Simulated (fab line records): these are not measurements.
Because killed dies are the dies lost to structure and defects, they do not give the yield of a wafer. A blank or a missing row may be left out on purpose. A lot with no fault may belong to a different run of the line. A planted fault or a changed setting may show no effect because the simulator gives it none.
Matching of chambers    flow sky130    SKY_FIELD_ISO_ETCH_15 on rieDiel-02: 4 sister chambers
The step etches the open film in CHF3/O2, stops on Si, target depth 180 nm, time 72 s. 8 wafers are shown with their chamber, then 9 later ones without.

EACH WAFER AND ITS CHAMBER
wafer   chamber  drypumpMotorCurrentA (A)  oesProductAu (a.u.)
L076.4  1        6.4                       0.948
L081.1  3        6.3                       0.937
L081.2  0        5.0                       0.940
L083.5  1        6.4                       0.948
L083.6  2        5.3                       0.940
L085.2  2        5.3                       0.940
L085.5  0        4.9                       0.942
L085.6  3        6.3                       0.941

WAFERS WITHOUT THEIR CHAMBER
wafer   drypumpMotorCurrentA (A)  oesProductAu (a.u.)
L089.2  5.3                       0.933
L089.5  6.3                       0.937
L089.6  4.9                       0.940
L095.1  6.4                       0.937
L095.2  5.3                       0.937
L095.3  5.0                       0.935
L095.4  5.0                       0.945
L095.5  5.3                       0.934
L095.6  6.4                       0.932

WHICH CHAMBER EACH ONE RAN IN
wafer    from the rows above   in truth
L089.2   2                     2
L089.5   3                     3
L089.6   0                     0
L095.1   3                     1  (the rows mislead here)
L095.2   2                     2
L095.3   0                     0
L095.4   0                     0
L095.5   2                     2
L095.6   3                     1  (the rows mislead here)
Correct placement for 7 of the 9. Left unplaced by these rows: 0. Placed wrongly: 2.
How it was worked out, from the rows above alone: a wafer's distance from a chamber is the root of the sum, over the readings, of the square of ((its reading less the chamber's mean) divided by the reading's scatter). If the next closest chamber is less than 2 further off than the closest, the wafer can't be placed; otherwise it belongs to the closest. Each chamber's mean is taken over the wafers shown for it. How the scatter is found: for the shown wafers, subtract from each reading the mean of its chamber, square and add these, divide the total by (wafers less chambers), then take the root.
